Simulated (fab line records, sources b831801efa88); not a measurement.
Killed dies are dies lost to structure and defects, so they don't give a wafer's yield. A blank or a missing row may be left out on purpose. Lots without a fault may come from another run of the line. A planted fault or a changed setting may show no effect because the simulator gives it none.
One fault seen from 2 desks | flow gf180mcu | each desk has only its own numbers; what lay behind them comes last

THE TOOL OWNER'S DESK: litho_track-02
The tool's own readings at GF_NSD_DEVELOP_06 (develop time 60 s): means of the sampled wafers that have a number, for each lot that ran on this tool. A lot is out of limits, marked OUT, if its mean lies more than 4 standard deviations from the usual mean; the brackets give that distance.
Columns: A = developer_temp_C at GF_NSD_DEVELOP_06, usual 23.03 C
lot  | first seen here | A
L438 | day 14 20:59    | 23.06
L441 | day 16 00:33    | 23.14
L443 | day 16 07:30    | 23.04
L453 | day 19 20:42    | 22.95
L454 | day 20 02:57    | 22.97
L455 | day 20 13:54    | 22.95
This desk's finding: nothing out of limits on any of the 6 lots.

THE METROLOGY DESK
What the gauges read, lot by lot, whatever tool the lot ran on: means of the sampled wafers that have a number. A lot is out of limits, marked OUT, if its mean lies more than 4 standard deviations from the usual mean; the brackets give that distance.
Columns: A = cd_nm at GF_STI_CD_MEAS_12, usual 219.8 nm; B = cd_nm at GF_NSD_CD_MEAS_07, usual 400.4 nm; C = M1_ALCU_RS at GF_M1_RS_MEAS_05, usual 0.0695 ohm/sq
lot  | first seen here | A     | B               | C
L434 | day 2 01:26     | 221.7 | 406.0           | 0.0702
L437 | day 2 21:01     | 219.0 | 403.5           | 0.0693
L438 | day 2 23:05     | 220.0 | 399.1           | 0.0699
L441 | day 3 14:16     | 220.0 | 280.8 (-48) OUT | -
L443 | day 3 23:35     | 218.5 | 280.0 (-48) OUT | -
L445 | day 4 10:52     | 219.3 | 401.9           | 0.0691
L449 | day 5 05:53     | 222.3 | 397.1           | 0.0693
L450 | day 5 11:53     | 220.5 | 396.0           | 0.0696
L452 | day 5 22:42     | 218.7 | 402.7           | 0.0694
L453 | day 6 02:54     | 220.4 | 398.6           | 0.0694
L454 | day 6 07:55     | 218.5 | 402.0           | 0.0697
L455 | day 6 13:49     | 218.7 | 402.7           | 0.0697
L456 | day 6 19:29     | 221.3 | 401.1           | 0.0699
L457 | day 6 23:32     | 221.4 | 399.7           | 0.0693
This desk's finding: out of limits on L441, L443; first on L441, day 16 00:42 (cd_nm at GF_NSD_CD_MEAS_07). In limits: L434, L437, L438, L445, L449, L450, L452, L453, L454, L455, L456, L457.

PUT TOGETHER
The metrology desk could have raised an alarm at day 16 00:42, on L441, L443.
The tool owner's desk saw nothing out of limits.
The tool owner's desk has L441, L443 on record, within its limits.
Of the lots named, all ran GF_NSD_DEVELOP_06 on litho_track-02.

WHAT THE SIMULATOR HAD PUT IN
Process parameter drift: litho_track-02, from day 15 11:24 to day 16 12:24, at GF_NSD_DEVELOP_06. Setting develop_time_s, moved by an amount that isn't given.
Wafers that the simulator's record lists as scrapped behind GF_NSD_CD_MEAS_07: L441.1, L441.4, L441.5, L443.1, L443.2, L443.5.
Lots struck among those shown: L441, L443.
Hours from the fault's start to each desk's first reading out of limits: the metrology desk, 13.
